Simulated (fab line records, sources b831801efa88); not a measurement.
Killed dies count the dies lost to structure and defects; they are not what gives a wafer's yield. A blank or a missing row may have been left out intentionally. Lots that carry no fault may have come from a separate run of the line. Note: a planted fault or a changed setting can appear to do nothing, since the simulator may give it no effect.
One fault seen from 2 desks | flow sfq_line | numbers are kept per desk, each desk with only its own; the story behind them comes last

## TOOL OWNER'S DESK, cmp-01
The tool's own readings at SFQ_TRILAYER_I6_CMP_CMP_166 (polishes SiO2): means of the sampled wafers that have a number, for each lot that ran on this tool. A lot is out of limits, marked OUT, if its mean lies more than 4 standard deviations from the usual mean; the brackets give that distance.
Columns: A = motor_current_A at SFQ_TRILAYER_I6_CMP_CMP_166, usual 10.2 A; B = time_to_endpoint_s at SFQ_TRILAYER_I6_CMP_CMP_166, usual 215 s
lot  | first seen here | A    | B
L203 | day 76 09:10    | 10.0 | 215
L206 | day 76 19:32    | 10.1 | 208
L207 | day 76 22:02    | 10.1 | 212
L209 | day 77 00:32    | 9.6  | 218
L210 | day 77 07:32    | 10.8 | 216
L215 | day 78 02:21    | 10.7 | 259 (+6.8) OUT
L216 | day 78 03:51    | 9.7  | 238
L217 | day 78 10:51    | 11.0 | 238
This desk's verdict: out of limits on L215, starting with L215 at day 78 02:21 (time_to_endpoint_s at SFQ_TRILAYER_I6_CMP_CMP_166). L203, L206, L207, L209, L210, L216, L217: within limits.

## METROLOGY DESK
Means of the sampled wafers that have a number, per lot and without regard to the tool the lot ran on: this is what the gauges read. A lot is out of limits, marked OUT, if its mean lies more than 4 standard deviations from the usual mean; the brackets give that distance.
Columns: A = M6_NB_RS at SFQ_M6_RS_MEAS_938, usual 0.889 ohm/sq
lot  | first seen here | A
L201 | day 70 17:52    | 0.894
L203 | day 71 03:38    | 0.900
L204 | day 71 05:35    | 0.896
L206 | day 71 14:04    | 0.895
L207 | day 71 16:26    | 0.891
L208 | day 71 17:50    | 0.885
L209 | day 71 19:37    | 0.880
L210 | day 71 20:51    | 0.896
L215 | day 72 06:53    | 0.900
L216 | day 72 12:51    | 0.887
L217 | day 72 16:29    | 0.891
L218 | day 72 20:04    | 0.884
L220 | day 79 10:32    | 0.882
L222 | day 80 20:43    | 0.889
L224 | day 81 20:11    | 0.886
This desk's finding: nothing out of limits on any of the 15 lots.

## TAKEN TOGETHER
An alarm could have come from the tool owner's desk at day 78 02:21, on L215.
From the metrology desk's view, nothing was out of limits.
The metrology desk has L215 on record, within its limits.
All the named lots went through SFQ_TRILAYER_I6_CMP_CMP_166 on cmp-01.

## WHAT HAD BEEN PUT IN BY THE SIMULATOR
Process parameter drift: cmp-01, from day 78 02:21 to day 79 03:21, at SFQ_TRILAYER_I6_CMP_CMP_166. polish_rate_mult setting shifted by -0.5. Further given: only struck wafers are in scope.
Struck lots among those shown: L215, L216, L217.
Delay in hours, fault start to first out-of-limits reading, by desk: the tool owner's desk at 0.
